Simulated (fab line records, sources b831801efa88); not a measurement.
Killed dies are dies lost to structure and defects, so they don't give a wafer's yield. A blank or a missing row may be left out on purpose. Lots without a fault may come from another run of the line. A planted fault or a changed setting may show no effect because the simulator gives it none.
Chamber matching | flow sky130 | SKY_VIA2_ETCH_15 on rie_diel-02: 4 sister chambers
The step etches SiO2 in C4F8/O2/Ar, stops on TiN, target depth 546 nm, time 84 s. 4 wafers are shown with their chamber, then 8 later ones without.

WAFERS WITH THEIR CHAMBER
wafer  | chamber | oes_product_au (a.u.)
L085.6 | 0       | 0.931
L089.4 | 2       | 0.945
L089.5 | 1       | 0.936
L090.2 | 3       | 0.936

WAFERS WITHOUT THEIR CHAMBER
wafer  | oes_product_au (a.u.)
L090.3 | 0.941
L090.5 | 0.939
L091.1 | 0.944
L091.3 | 0.947
L091.6 | 0.943
L097.1 | 0.944
L097.3 | 0.950
L097.4 | 0.935

WHICH CHAMBER EACH WENT THROUGH
wafer  | from the rows above               | in truth
L090.3 | can't be placed: 2 or 1 or 3      | 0
L090.5 | can't be placed: 1 or 3 or 2 or 0 | 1
L091.1 | 2                                 | 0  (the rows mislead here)
L091.3 | 2                                 | 2
L091.6 | can't be placed: 2 or 1 or 3      | 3
L097.1 | 2                                 | 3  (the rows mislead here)
L097.3 | 2                                 | 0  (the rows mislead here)
L097.4 | can't be placed: 1 or 3 or 0      | 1
Placed correctly: 1 of 8. Can't be placed from these rows: 4 (the true chamber is among the candidates in 3). Placed wrongly: 3.
How it was worked out, from the rows above alone: a wafer's distance from a chamber is the root of the sum, over the readings, of the square of ((its reading less the chamber's mean) divided by the reading's scatter). The wafer belongs to the nearest chamber; if the next one is less than 2 further off, it can't be placed. A chamber's mean is the mean of its shown wafers. The scatter: with one shown wafer a chamber, the root of the mean of the squares of how far each hidden wafer lies from its nearest shown one.
